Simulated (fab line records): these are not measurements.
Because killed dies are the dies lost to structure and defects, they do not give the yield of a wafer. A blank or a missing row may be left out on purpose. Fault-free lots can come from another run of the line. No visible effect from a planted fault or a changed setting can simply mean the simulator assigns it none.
Which tool was responsible? + flow gf180mcu + 11 lots with 33 wafers sampled at 5 steps, on a route of 602 steps

## WHAT THE GAUGES READ, wafer by wafer
GF_V2_RS_MEAS_24: a four-point-probe measurement.
| lot  | measured     | on           | V2_W_RS (ohm/sq)  |
|------|--------------|--------------|-------------------|
| L297 | day 20 06:41 | filmMetro-04 | 0.324 0.326 0.328 |
| L298 | day 20 17:43 | filmMetro-04 | 0.326 0.337 0.327 |
| L300 | day 21 16:31 | filmMetro-03 | 0.330 0.326 0.328 |
| L301 | day 21 20:31 | filmMetro-02 | 0.357 0.356 0.354 |
| L302 | day 22 08:29 | filmMetro-04 | 0.355 0.354 0.356 |
| L311 | day 26 00:06 | filmMetro-03 | 0.328 0.331 0.323 |
| L313 | day 26 11:20 | filmMetro-03 | 0.325 0.323 0.322 |
| L316 | day 26 23:28 | filmMetro-03 | 0.333 0.334 0.332 |
| L315 | day 27 05:56 | filmMetro-02 | 0.329 0.330 0.330 |
| L317 | day 27 12:42 | filmMetro-04 | 0.336 0.334 0.328 |
| L318 | day 27 17:50 | filmMetro-02 | 0.330 0.326 0.324 |

GF_V2_THK_MEAS_25: measures by xrf.
| lot  | measured     | on           | V2_W_THK (nm) |
|------|--------------|--------------|---------------|
| L297 | day 20 06:48 | filmMetro-04 | 370 365 366   |
| L298 | day 20 17:50 | filmMetro-04 | 366 352 365   |
| L300 | day 21 16:38 | filmMetro-03 | 359 364 362   |
| L301 | day 21 20:37 | filmMetro-02 | 337 338 339   |
| L302 | day 22 08:36 | filmMetro-04 | 336 338 337   |
| L311 | day 26 00:13 | filmMetro-03 | 366 361 371   |
| L313 | day 26 11:27 | filmMetro-03 | 369 374 371   |
| L316 | day 26 23:35 | filmMetro-03 | 360 360 361   |
| L315 | day 27 06:04 | filmMetro-02 | 365 366 363   |
| L317 | day 27 12:49 | filmMetro-04 | 356 357 364   |
| L318 | day 27 17:57 | filmMetro-02 | 362 370 374   |

## WHAT TOOL EACH LOT RAN ON (gives the tool, then ch and the chambers of the sampled wafers, and finally the start)
| lot  | GF_M2_STRIP_17                      | GF_V2_CVD_02                    | GF_V2_CVD_23                 |
|------|-------------------------------------|---------------------------------|------------------------------|
| L297 | plasmaAsher-03 ch 0,1, day 19 04:07 | pecvd-04 ch 0,1, day 19 04:49   | cvdW-01 ch 1, day 20 06:34   |
| L298 | plasmaAsher-03 ch 1, day 19 15:22   | pecvd-02 ch 1,2, day 19 16:08   | cvdW-01 ch 0,1, day 20 17:35 |
| L300 | plasmaAsher-02 ch 0,1, day 20 14:22 | pecvd-01 ch 0,1,2, day 20 15:01 | cvdW-01 ch 0,1, day 21 16:25 |
| L301 | plasmaAsher-04 ch 0,1, day 20 18:44 | pecvd-04 ch 0,1, day 20 19:22   | cvdW-01 ch 0,1, day 21 20:23 |
| L302 | plasmaAsher-04 ch 0,1, day 21 06:48 | pecvd-01 ch 0,1, day 21 07:28   | cvdW-01 ch 0,1, day 22 08:22 |
| L311 | plasmaAsher-02 ch 0, day 25 00:22   | pecvd-02 ch 0,2, day 25 01:03   | cvdW-01 ch 0,1, day 25 23:59 |
| L313 | plasmaAsher-02 ch 0,1, day 25 11:32 | pecvd-04 ch 0,1, day 25 12:13   | cvdW-02 ch 0,1, day 26 11:13 |
| L316 | plasmaAsher-04 ch 0,1, day 26 00:09 | pecvd-01 ch 0,1, day 26 00:51   | cvdW-01 ch 0,1, day 26 23:21 |
| L315 | plasmaAsher-04 ch 0,1, day 26 07:04 | pecvd-04 ch 1,2, day 26 07:46   | cvdW-01 ch 0,1, day 27 05:50 |
| L317 | plasmaAsher-02 ch 0,1, day 26 13:37 | pecvd-02 ch 0,1,2, day 26 14:19 | cvdW-01 ch 1, day 27 12:29   |
| L318 | plasmaAsher-03 ch 1, day 26 19:22   | pecvd-01 ch 0,1,2, day 26 20:05 | cvdW-01 ch 1, day 27 17:38   |
- GF_M2_STRIP_17: strips in O2/N2.
- GF_V2_CVD_02: deposits SiO2 from TEOS, target thk 850 nm, time 94.851 s.
- GF_V2_CVD_23: deposits W, target thk 350 nm, time 104.94 s.

## AS READ BY THE TOOLS THEMSELVES (means over the sampled wafers that have a number; for cases with no such wafer, the mark the record gives instead)
GF_M2_STRIP_17.
| lot  | tool           | drypumpMotorCurrentA (A) | heaterPowerW (W) | oesProductAu (a.u.) | stripTimeToEndpointS (s) |
|------|----------------|--------------------------|------------------|---------------------|--------------------------|
| L297 | plasmaAsher-03 | 6.2                      | 305              | 0.538               | 7.44                     |
| L298 | plasmaAsher-03 | 5.5                      | 290              | 0.541               | 7.38                     |
| L300 | plasmaAsher-02 | 5.6                      | 348              | 0.535               | 7.37                     |
| L301 | plasmaAsher-04 | 5.6                      | 325              | 0.540               | 7.43                     |
| L302 | plasmaAsher-04 | 5.6                      | 323              | 0.541               | 7.41                     |
| L311 | plasmaAsher-02 | 5.5                      | 351              | 0.539               | 7.39                     |
| L313 | plasmaAsher-02 | 5.6                      | 345              | 0.537               | 7.40                     |
| L316 | plasmaAsher-04 | 5.4                      | 324              | 0.537               | 7.35                     |
| L315 | plasmaAsher-04 | 5.4                      | 326              | 0.533               | 7.41                     |
| L317 | plasmaAsher-02 | 5.6                      | 341              | 0.540               | 7.40                     |
| L318 | plasmaAsher-03 | 5.5                      | 297              | 0.535               | 7.38                     |

GF_V2_CVD_02.
| lot  | tool     | heaterPowerW (W) |
|------|----------|------------------|
| L297 | pecvd-04 | 646              |
| L298 | pecvd-02 | 677              |
| L300 | pecvd-01 | 717              |
| L301 | pecvd-04 | 640              |
| L302 | pecvd-01 | 711              |
| L311 | pecvd-02 | 692              |
| L313 | pecvd-04 | 628              |
| L316 | pecvd-01 | 650              |
| L315 | pecvd-04 | 584              |
| L317 | pecvd-02 | 742              |
| L318 | pecvd-01 | 739              |

GF_V2_CVD_23.
| lot  | tool    | chamberPressureTorr (Torr) | heaterPowerW (W) |
|------|---------|----------------------------|------------------|
| L297 | cvdW-01 | 39.86                      | 881              |
| L298 | cvdW-01 | 39.90                      | 995              |
| L300 | cvdW-01 | 40.02                      | 986              |
| L301 | cvdW-01 | 33.55                      | 994              |
| L302 | cvdW-01 | 33.57                      | 980              |
| L311 | cvdW-01 | 40.05                      | 997              |
| L313 | cvdW-02 | 39.82                      | 878              |
| L316 | cvdW-01 | 40.03                      | 997              |
| L315 | cvdW-01 | 40.03                      | 934              |
| L317 | cvdW-01 | 40.10                      | 887              |
| L318 | cvdW-01 | 39.98                      | 900              |

## THE ANSWER, worked out from the rows above alone
Rule: the lots themselves supply what counts as usual. Put in order of their means at a reading, lots are off if they are a third of the lots or fewer, leave a main group of 4 or more, and stand apart from it by a gap of 3 or more times the standard deviation of the main group's means; of several such gaps the widest counts. A main group whose means are all the same, to the digits that the tables above print for the reading, isn't used. Also off: a lot with no number at a reading for which 4 or more lots have one. The other lots that the step has rows for count as sound. Order of review: gauges by route order, followed by the tools' own readings, for which a lot's mean as printed above is used. At the first step where some lot is off, the reading lying furthest off is the one used; lots without a number count as furthest.
Off: L301, L302, at GF_V2_RS_MEAS_24 (V2_W_RS). For the main group the mean is 0.329 ohm/sq and the standard deviation 0.003.
If a tool, at a process step before that reading, ran all the lots that are off and no sound lot after the first of them, it fits. The gauges at GF_V2_RS_MEAS_24 aren't tried: what is off there is off at GF_V2_CVD_23 too, on other tools, and a gauge's error can't cause that. Of those tried, none fits.

## WHAT WAS PUT IN BY THE SIMULATOR
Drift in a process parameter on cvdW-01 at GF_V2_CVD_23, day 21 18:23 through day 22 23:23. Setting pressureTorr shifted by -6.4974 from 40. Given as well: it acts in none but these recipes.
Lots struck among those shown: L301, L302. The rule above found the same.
